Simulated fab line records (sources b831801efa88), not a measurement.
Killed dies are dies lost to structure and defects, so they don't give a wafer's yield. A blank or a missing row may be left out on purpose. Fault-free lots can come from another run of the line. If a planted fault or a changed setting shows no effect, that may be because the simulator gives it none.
Comparing a struck lot with a sound one | flow sky130 | 15 out of 708 route steps
Sound: these wafers, L156.1, L156.2, L156.3. Struck: wafer L161.1 (left out: L161.2, L161.3 of the same lot, which were not struck); the cause appears at the end.
Order at every step that has rows: each side's tool, ch and its chambers, its first start. Under that, the readings that differ: sound wafers | struck wafers | difference of the means | sigmas: that difference in standard deviations of wafers without a fault.
alike: readings with means less than 2 such deviations apart, plus words and numbers identical on both sides. not compared: withheld readings, readings lacking a value on some wafer, bounds such as >300 that could conceal the same value, and numbers that have no deviation in the record and whose values overlap.
A row with sigmas, a row that says differs or no value, or rows on one side alone: a step with any of these is where the two part. Numbers that have no deviation but don't overlap get no sigmas and don't part them. A reading that every wafer of one side lacks parts them only if that side has two wafers or more.

SKY_VIA1_CMP_24: polishes, stops on SiO2, t overpolish 15 s, target thk 0 nm.
  sound on cmp-02 ch 1,2,3, day 36 23:08; struck on cmp-02 ch 1, day 38 03:32
  alike: motor current A, overpolish run s, retaining ring pressure frac, slurry filter dp kPa, time to endpoint s
SKY_METAL2_SPUTTER_00: material Ti, target thk 15 nm, time 10 s.
  sound on pvd sputter-03 at day 36 23:26; struck on pvd sputter-03 at day 38 03:50
  alike: cathode dc power W, throttle valve pct
SKY_METAL2_SPUTTER_01: material TiN, target thk 20 nm, time 16.7 s.
  sound on pvd sputter-03 at day 36 23:28; struck on pvd sputter-03 at day 38 03:51
  alike: cathode dc power W, throttle valve pct
SKY_METAL2_SPUTTER_02: material AlCu, target thk 250 nm, time 13.3 s.
  sound on pvd sputter-03 at day 36 23:29; struck on pvd sputter-03 at day 38 03:53
  alike: cathode dc power W, throttle valve pct
SKY_METAL2_SPUTTER_03: material Ti, target thk 5 nm, time 3.3 s.
  sound on pvd sputter-03 at day 36 23:31; struck on pvd sputter-03 at day 38 03:54
  alike: cathode dc power W, throttle valve pct
then, 1 step without rows for these wafers: SKY_METAL2_SPUTTER_04 (material TiN, target thk 70 nm, time 58.3 s).
SKY_METAL2_RS_MEAS_05: measurement is done with a four-point probe.
  sound on film metro-02 at day 36 23:35; struck on film metro-03 at day 38 03:58
  alike: METAL2_ALCU_RS
SKY_METAL2_THK_MEAS_06: measures by xrf.
  sound on film metro-02 at day 36 23:42; struck on film metro-03 at day 38 04:05
  alike: METAL2_ALCU_THK
then, 4 steps without rows for these wafers: SKY_METAL2_DEHYDRATE_07 (time 60 s); SKY_METAL2_HMDS_08 (prime time 60 s); SKY_METAL2_COAT_09 (resist thk 60 nm); SKY_METAL2_COAT_10 (resist thk 450 nm).
SKY_METAL2_SOFTBAKE_11: time 90 s.
  sound on litho track-03 ch 0, day 37 11:00; struck on litho track-02 ch 0, day 38 14:00
  reading          | sound                | struck | difference | sigmas
  run length s (s) | 119.65 119.32 119.37 | 128.12 | +8.67      | +51
  alike: resist line temp C
then, 1 step without rows for these wafers: SKY_METAL2_EXPOSE_12 (exposes mask MM2, target cd 140 nm).
-- the record jumps here: 10 days lie between the struck wafers' starts before and after (it left off in module METAL2 and takes up again in module PAD_OPEN, whose first step shown is number 708 of the route) --
SKY_PAD_OPEN_PROBE_99:
  sound on prober-02 at day 48 01:52; struck on prober-02 at day 48 21:52
  reading                  | sound          | struck | difference | sigmas
  defect limited yield (%) | 80.3 80.9 83.9 | 85.4   | +3.7       | +2
  killed at contacts       | 33 22 24       | 14     | -12        | -2
  killed dies              | 97 94 79       | 72     | -18        | -2
  killed open              | 58 49 42       | 33     | -17        | -2
  sort n pass              | 395 398 413    | 420    | +18        | +2
  sort yield pct (%)       | 80.3 80.9 83.9 | 85.4   | +3.7       | +2
  alike: killed_at_M0_to_M3, killed_at_M4_up, killed at front end, killed at other, killed short, sort_bin_3_pad_short, sort_bin_5_function, sort_bin_6_memory

WHERE THEY PART
Earliest at SKY_METAL2_SOFTBAKE_11; latest, in this record, at SKY_PAD_OPEN_PROBE_99.

WHY: what the simulator had put in
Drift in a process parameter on litho track-02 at SKY_METAL2_SOFTBAKE_11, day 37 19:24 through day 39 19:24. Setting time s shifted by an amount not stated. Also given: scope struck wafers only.
